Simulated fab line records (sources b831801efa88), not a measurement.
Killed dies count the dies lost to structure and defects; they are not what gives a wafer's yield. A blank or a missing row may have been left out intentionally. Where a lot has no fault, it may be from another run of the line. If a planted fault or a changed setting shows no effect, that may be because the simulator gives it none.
fab line records	flow sky130
record lots=9	wafers=27	lastDay=50
route steps=708 shown METAL3@569 METAL4@600 CAP2M@605 PAD_OPEN@708
lots that met no fault: from a run of the same line without faults
startH: start of the lot's first displayed wafer, in hours after the record's first day	waitH: time in hours since the lot's previous step	" identical to the entry in the row above	L1.1+2: a single row standing in for several wafers	- value missing, or start not given	* or withheld: withheld	< > ~ a bound
route shown NAME@n: names a module that has steps shown in the file, with the first one's number in the route	usual: mean/standard deviation of fault-free wafers	same: alike in all rows	chamber/n: place in a boat	sites: readings site by site	_std_site: their standard deviation	_edge_site: the outer-site mean with the inner-site mean subtracted	radiusMm: how far each site lies from the wafer's centre	mask NAME#n: copy n	behind: the last tool/chamber to shape the wafer	hold: why the lot went on hold/how many hours it stayed there/how the hold came to an end	device: the n, p or np transistor that did not switch	end of line: at the end of the route, the tests of the same wafers	step lacking rows: just its recipe	killed: dies that structure and defects cost at the first sort, which is not the same as the wafer's yield	map: per-die view of a wafer (x killed, . not killed, _ where there is no die)
set.NAME: the setting that was run; set.NAME@STEP: the one run at that earlier step	model.NAME: the simulator's own value behind a step, which no gauge read
steps of the route over a sample of lots; a table a step, a row a wafer
services: when a tool's chamber went out of use (startH, in hours from the record's first day, below 0 if earlier), for how many hours, and the reason
## steps
# step SKY_METAL3_STRIP_19
# recipe chemistry=O2/N2	powerW=1400	pressureMtorr=1500	platenTempC=withheld	o2FlowSccm=3000	n2FlowSccm=300	overashFraction=0.5
# usual drypumpMotorCurrentA=5.9/0.35	oesProductAu=0.502/0.0063	stripTimeToEndpointS=6.52/0.11
lot.wafer	tool	chamber	startH	waitH	drypumpMotorCurrentA	oesProductAu	rfHoursCounterH	stripTimeToEndpointS
L733.2	plasmaAsher-04	0	926.11	0.1	5.4	0.495	109	6.50
L733.3	"	0	"	"	5.4	0.512	-	6.59
L733.4	"	1	"	"	6.3	0.510	-	6.72
L734.2	plasmaAsher-04	0	940.86	0.1	5.4	0.498	111	6.58
L734.3	"	0	"	"	5.4	0.497	-	6.56
L734.5	"	0	"	"	5.4	0.500	-	6.57
L737.1	plasmaAsher-04	0	962.53	0.1	5.4	0.505	113	6.59
L737.4	"	0	"	"	5.4	0.507	-	6.58
L737.5	"	0	"	"	5.4	0.502	-	6.56
L739.1	plasmaAsher-04	1	974.28	0.1	6.3	0.505	114	6.54
L739.4	"	0	"	"	5.5	0.496	-	6.57
L739.5	"	1	"	"	6.3	0.503	-	6.54
L744.1	plasmaAsher-03	0	1016.83	0.1	5.5	0.507	26	6.55
L744.3	"	1	"	"	6.1	0.501	-	6.52
L744.5	"	0	"	"	5.5	0.503	-	6.50
L747.2	plasmaAsher-04	1	1029.68	0.1	6.3	0.503	119	6.52
L747.3	"	0	"	"	5.4	0.489	-	6.46
L747.6	"	0	"	"	5.4	0.502	-	6.38
L748.1	plasmaAsher-02	1	1037.03	0.1	5.6	0.503	60	6.49
L748.4	"	1	"	"	5.6	0.493	-	6.45
L748.5	"	0	"	"	6.1	0.504	-	6.42
L750.2	plasmaAsher-03	1	1039.58	0.1	6.1	0.516	29	6.73
L750.4	"	1	"	"	6.1	0.510	-	6.72
L750.5	"	0	"	"	5.6	0.504	-	6.45
L751.1	plasmaAsher-02	0	1050.33	0.1	6.1	0.506	61	6.52
L751.2	"	1	"	"	5.7	0.503	61	6.30
L751.4	"	0	"	"	6.1	0.493	-	6.27
# step SKY_METAL4_SPUTTER_02
# recipe material=AlCu	targetThkNm=735	powerW=10600	timeS=39.1	chamberPressurePa=0.4
# usual chamberPressurePa=0.3999/0.00081	throttleValvePct=30.2/0.75
lot.wafer	tool	chamber	startH	waitH	chamberPressurePa	throttleValvePct
L733.2	pvdSputter-03	-	953.76	0.0	0.3982	30.6
L733.3	"	-	"	"	0.4001	29.9
L733.4	"	-	"	"	0.3999	29.9
L734.2	pvdSputter-02	-	967.19	0.0	0.3998	30.9
L734.3	"	-	"	"	0.4012	29.0
L734.5	"	-	"	"	0.3990	28.4
L737.1	pvdSputter-02	-	988.31	0.0	0.3995	29.0
L737.4	"	-	"	"	0.3996	29.0
L737.5	"	-	"	"	0.3994	30.7
L739.1	pvdSputter-04	-	1001.46	0.0	0.4004	31.3
L739.4	"	-	"	"	0.3995	31.0
L739.5	"	-	"	"	0.4016	30.9
L744.1	pvdSputter-02	-	1041.82	0.0	0.4009	28.7
L744.3	"	-	"	"	0.3998	28.9
L744.5	"	-	"	"	0.3992	30.5
L747.2	pvdSputter-02	-	1054.95	0.0	0.3993	28.7
L747.3	"	-	"	"	0.4007	28.8
L747.6	"	-	"	"	0.4005	29.1
L748.1	pvdSputter-03	-	1061.75	0.0	0.4005	30.6
L748.4	"	-	"	"	0.4001	30.1
L748.5	"	-	"	"	0.4007	30.9
L750.2	pvdSputter-04	-	1064.04	0.0	0.4002	31.2
L750.4	"	-	"	"	0.3990	29.9
L750.5	"	-	"	"	0.4002	29.9
L751.1	pvdSputter-04	-	1074.43	0.0	0.3996	31.3
L751.2	"	-	"	"	0.4017	31.3
L751.4	"	-	"	"	0.3999	30.6
# step SKY_METAL4_SPUTTER_04
# recipe material=TiN	targetThkNm=70	powerW=6500	timeS=58.3	chamberPressurePa=0.4
# usual chamberPressurePa=0.3999/0.00079	throttleValvePct=30.2/0.76
lot.wafer	tool	chamber	startH	waitH	chamberPressurePa	throttleValvePct
L733.2	pvdSputter-03	-	953.81	0.0	0.4004	30.4
L733.3	"	-	"	"	0.4000	29.9
L733.4	"	-	"	"	0.3974	29.9
L734.2	pvdSputter-02	-	967.25	0.0	0.4000	30.3
L734.3	"	-	"	"	0.3988	29.1
L734.5	"	-	"	"	0.3996	28.8
L737.1	pvdSputter-02	-	988.37	0.0	0.4001	28.8
L737.4	"	-	"	"	0.3997	28.9
L737.5	"	-	"	"	0.3995	31.0
L739.1	pvdSputter-04	-	1001.51	0.0	0.3993	31.3
L739.4	"	-	"	"	0.4002	31.4
L739.5	"	-	"	"	0.4004	31.3
L744.1	pvdSputter-02	-	1041.87	0.0	0.3998	28.8
L744.3	"	-	"	"	0.3996	28.8
L744.5	"	-	"	"	0.3992	30.7
L747.2	pvdSputter-02	-	1055.01	0.0	0.3994	28.5
L747.3	"	-	"	"	0.4003	28.9
L747.6	"	-	"	"	0.4002	28.9
L748.1	pvdSputter-03	-	1061.81	0.0	0.4003	30.6
L748.4	"	-	"	"	0.3997	29.9
L748.5	"	-	"	"	0.3993	30.7
L750.2	pvdSputter-04	-	1064.10	0.0	0.4003	31.3
L750.4	"	-	"	"	0.3987	29.7
L750.5	"	-	"	"	0.4008	30.0
L751.1	pvdSputter-04	-	1074.49	0.0	0.3999	31.3
L751.2	"	-	"	"	0.4008	31.0
L751.4	"	-	"	"	0.4010	30.6
# step SKY_CAP2M_SPUTTER_02
# recipe material=TiN	targetThkNm=200	tempC=300	powerW=6500	timeS=166.7	chamberPressurePa=0.4
# usual chamberPressurePa=0.3999/0.00083	throttleValvePct=30.2/1.1
lot.wafer	tool	chamber	startH	waitH	chamberPressurePa	throttleValvePct
L733.2	pvdSputter-01	-	953.95	0.0	0.3988	28.5
L733.3	"	-	"	"	0.3990	30.1
L733.4	"	-	"	"	0.4002	30.8
L734.2	pvdSputter-04	-	967.38	0.0	0.4002	30.3
L734.3	"	-	"	"	0.4000	31.1
L734.5	"	-	"	"	0.3986	30.4
L737.1	pvdSputter-04	-	988.50	0.1	0.4008	29.8
L737.4	"	-	"	"	0.4015	31.2
L737.5	"	-	"	"	0.4008	31.2
L739.1	pvdSputter-01	-	1001.66	0.1	0.3989	30.3
L739.4	"	-	"	"	0.4014	31.8
L739.5	"	-	"	"	0.3997	28.6
L744.1	pvdSputter-04	-	1042.01	0.1	0.6117	25.5
L744.3	"	-	"	"	0.6117	24.5
L744.5	"	-	"	"	0.6106	25.2
L747.2	pvdSputter-04	-	1055.14	0.0	0.6121	25.2
L747.3	"	-	"	"	0.6110	25.0
L747.6	"	-	"	"	0.6119	25.2
L748.1	pvdSputter-02	-	1061.94	0.1	0.4008	28.9
L748.4	"	-	"	"	0.4002	28.8
L748.5	"	-	"	"	0.3995	31.1
L750.2	pvdSputter-02	-	1064.23	0.0	0.3984	30.5
L750.4	"	-	"	"	0.4002	29.2
L750.5	"	-	"	"	0.4000	29.1
L751.1	pvdSputter-01	-	1074.62	0.1	0.3997	31.6
L751.2	"	-	"	"	0.4008	30.3
L751.4	"	-	"	"	0.3991	28.6
# step SKY_CAP2M_RS_MEAS_03
# recipe thkMeasGauge=four-point-probe	reads=TiN_of_CAP2M_SPUTTER_02
# usual CAP2M_TIN_RS=6.91/0.074
lot.wafer	tool	chamber	startH	waitH	CAP2M_TIN_RS[ohm/sq]
L733.2	filmMetro-03	-	954.08	0.1	6.92
L733.3	"	-	"	"	6.88
L733.4	"	-	"	"	7.03
L734.2	filmMetro-01	-	967.51	0.1	6.79
L734.3	"	-	"	"	6.81
L734.5	"	-	"	"	6.81
L737.1	filmMetro-04	-	988.61	0.1	7.02
L737.4	"	-	"	"	6.93
L737.5	"	-	"	"	7.01
L739.1	filmMetro-01	-	1001.77	0.1	6.92
L739.4	"	-	"	"	6.88
L739.5	"	-	"	"	6.90
L744.1	filmMetro-03	-	1042.11	0.1	7.42
L744.3	"	-	"	"	7.53
L744.5	"	-	"	"	7.45
L747.2	filmMetro-04	-	1055.27	0.1	7.44
L747.3	"	-	"	"	7.51
L747.6	"	-	"	"	7.36
L748.1	filmMetro-01	-	1062.05	0.1	6.93
L748.4	"	-	"	"	7.01
L748.5	"	-	"	"	6.99
L750.2	filmMetro-04	-	1064.36	0.1	6.86
L750.4	"	-	"	"	6.92
L750.5	"	-	"	"	6.82
L751.1	filmMetro-03	-	1074.73	0.1	6.90
L751.2	"	-	"	"	6.97
L751.4	"	-	"	"	6.93
# step SKY_CAP2M_THK_MEAS_04
# recipe thkMeasGauge=xrf	reads=TiN_of_CAP2M_SPUTTER_02
# usual CAP2M_TIN_THK=197.8/2.1
lot.wafer	tool	chamber	startH	waitH	CAP2M_TIN_THK[nm]
L733.2	filmMetro-03	-	954.19	0.1	196.9
L733.3	"	-	"	"	198.9
L733.4	"	-	"	"	194.1
L734.2	filmMetro-01	-	967.62	0.1	200.6
L734.3	"	-	"	"	199.7
L734.5	"	-	"	"	199.2
L737.1	filmMetro-04	-	988.73	0.1	195.6
L737.4	"	-	"	"	197.4
L737.5	"	-	"	"	195.1
L739.1	filmMetro-01	-	1001.89	0.1	197.6
L739.4	"	-	"	"	200.0
L739.5	"	-	"	"	199.1
L744.1	filmMetro-03	-	1042.23	0.1	185.1
L744.3	"	-	"	"	181.9
L744.5	"	-	"	"	183.7
L747.2	filmMetro-04	-	1055.38	0.1	184.1
L747.3	"	-	"	"	182.9
L747.6	"	-	"	"	185.6
L748.1	filmMetro-01	-	1062.17	0.1	196.4
L748.4	"	-	"	"	194.7
L748.5	"	-	"	"	196.0
L750.2	filmMetro-04	-	1064.47	0.1	199.6
L750.4	"	-	"	"	198.3
L750.5	"	-	"	"	199.7
L751.1	filmMetro-03	-	1074.85	0.1	198.9
L751.2	"	-	"	"	196.5
L751.4	"	-	"	"	197.6
# step SKY_CAP2M_METAL_ETCH_13
# recipe targetDepthNm=220	stopOn=SiO2	chemistry=Cl2/BCl3	target=TiN	pressureMtorr=10	icpW=900	biasW=48.5	Cl2_flow_sccm=60	bcl3FlowSccm=30	timeS=62.9
# usual drypumpMotorCurrentA=5.6/0.38	oesProductAu=0.941/0.0077	throttleValvePct=21.902/0.01
lot.wafer	tool	chamber	startH	waitH	drypumpMotorCurrentA	oesProductAu	rfHoursCounterH	throttleValvePct
L733.2	rieMetal-04	1	978.04	0.0	5.7	0.941	16	21.917
L733.3	"	1	"	"	5.8	0.953	-	21.893
L733.4	"	0	"	"	5.9	0.934	-	21.914
L734.2	rieMetal-02	0	990.68	0.0	5.5	0.950	8	21.882
L734.3	"	1	"	"	5.7	0.943	-	21.902
L734.5	"	0	"	"	5.5	0.947	-	21.899
L737.1	rieMetal-02	0	1011.43	0.0	5.5	0.939	9	21.919
L737.4	"	0	"	"	5.5	0.946	-	21.904
L737.5	"	0	"	"	5.5	0.937	-	21.913
L739.1	rieMetal-01	0	1024.59	0.0	4.9	0.943	4	21.919
L739.4	"	1	"	"	6.0	0.946	-	21.903
L739.5	"	0	"	"	4.8	0.938	-	21.903
L744.1	rieMetal-02	0	1063.69	0.0	5.5	0.911	12	21.910
L744.3	"	1	"	"	5.8	0.892	-	21.926
L744.5	"	0	"	"	5.5	0.892	-	21.917
L747.2	rieMetal-02	1	1075.78	0.0	5.7	0.908	9	21.930
L747.3	"	1	"	"	5.7	0.893	-	21.942
L747.6	"	1	"	"	5.8	0.912	-	21.926
L748.1	rieMetal-01	1	1082.29	0.0	6.0	0.940	10	21.912
L748.4	"	1	"	"	6.0	0.933	-	21.903
L748.5	"	0	"	"	4.9	0.930	-	21.905
L750.2	rieMetal-02	1	1085.13	0.0	5.7	0.944	10	21.895
L750.4	"	0	"	"	5.5	0.938	-	21.899
L750.5	"	0	"	"	5.5	0.961	-	21.908
L751.1	rieMetal-02	1	1095.19	0.0	5.7	0.941	11	21.906
L751.2	"	0	"	"	5.5	0.931	14	21.904
L751.4	"	1	"	"	5.8	0.945	-	21.914
# step SKY_PAD_OPEN_PROBE_99
# usual defectLimitedYield=82.4/1.9	killed_at_M0_to_M3=44/7.2	killed_at_M4_up=3.1/1.8	killedAtContacts=25/5.2	killedAtFrontEnd=15/3.9	killedAtOther=0.2/0.5	killedDies=86/9.5	killedOpen=47/7.3	killedShort=40/6	sort_bin_3_pad_short=0.8/0.44	sort_bin_5_function=10.4/1.5	sort_bin_6_memory=6.3/1.1	sortNPass=406/9.5	sortYieldPct=82.4/1.9
# same grossDies=492	killedAtBackSide=0	sort_bin_4_leakage[%]=0	sort_bin_8_speed[%]=0
lot.wafer	tool	chamber	startH	waitH	defectLimitedYield[%]	killed_at_M0_to_M3	killed_at_M4_up	killedAtContacts	killedAtFrontEnd	killedAtOther	killedDies	killedOpen	killedShort	sort_bin_3_pad_short[%]	sort_bin_5_function[%]	sort_bin_6_memory[%]	sortNPass	sortYieldPct[%]
L744.3	prober-02	-	1168.38	0.2	82.3	42	2	22	21	0	87	46	41	1.6	9.8	6.3	405	82.3
# killed by level:class
L744.3 METAL2:geometricParticle:short=11 VIA1:geometricParticle:open=9 CONTACT:geometricParticle:open=7 POLY_GATE:geometricParticle:open=6 VIA3:geometricParticle:open=6 FIELD_ISO:geometricParticle:open=5 LI_CONTACT:geometricParticle:open=5 METAL1:geometricParticle:short=5
## services
tool	chamber	startH	hours	kind
pvdSputter-04	-	904.86	0.8	repair
pvdSputter-02	-	939.27	0.7	repair
pvdSputter-01	-	944.39	1.8	repair
rieMetal-02	-	953.26	0.6	repair
plasmaAsher-03	-	955.23	2.8	pm
plasmaAsher-03	-	958.41	9.6	repair
pvdSputter-04	-	959.22	0.5	repair
pvdSputter-03	-	980.56	1.7	repair
pvdSputter-03	-	981.29	2.4	repair
plasmaAsher-04	-	991.64	1.3	repair
pvdSputter-02	-	995.28	26.8	repair
pvdSputter-03	-	1007.04	9.2	repair
pvdSputter-03	-	1015.63	1.5	repair
pvdSputter-01	-	1023.38	7.0	repair
rieMetal-04	1	1030.04	22.0	repair
pvdSputter-01	-	1030.49	4.5	repair
rieMetal-02	1	1037.06	3.8	repair
plasmaAsher-04	-	1048.52	1.3	repair
plasmaAsher-04	-	1055.16	8.6	repair
plasmaAsher-04	-	1063.76	9.0	pm
pvdSputter-03	-	1065.68	2.2	repair
pvdSputter-03	-	1078.53	2.4	repair
pvdSputter-02	-	1080.98	1.0	repair
pvdSputter-03	-	1094.08	0.5	repair
## key
firstSign step=SKY_CAP2M_SPUTTER_02	reading=chamberPressurePa	direction=up	sigmas=99+	usual=0.3999	struck=0.6115
effect step=SKY_CAP2M_SPUTTER_02	reading=throttleValvePct	direction=down	sigmas=4.8	usual=30.2	struck=25.1
effect step=SKY_CAP2M_RS_MEAS_03	reading=CAP2M_TIN_RS	direction=up	sigmas=7.4	usual=6.91	struck=7.45
effect step=SKY_CAP2M_THK_MEAS_04	reading=CAP2M_TIN_THK	direction=down	sigmas=6.8	usual=197.8	struck=183.9
effect step=SKY_CAP2M_METAL_ETCH_13	reading=oesProductAu	direction=down	sigmas=5.1	usual=0.941	struck=0.901
metAt SKY_CAP2M_SPUTTER_02
struckLots L744,L747
notActingAt SKY_METAL3_STRIP_19,SKY_METAL4_SPUTTER_02,SKY_METAL4_SPUTTER_04
onsetBetween 988.50 1042.01
fault kind=processParameterDrift	tool=pvdSputter-04	chamber=-	onsetH=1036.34	steps=SKY_CAP2M_SPUTTER_02	channel=chamberPressurePa	offset=0.21174	shape=step	endH=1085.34	actsIn=theseRecipesOnly	stated=0.4
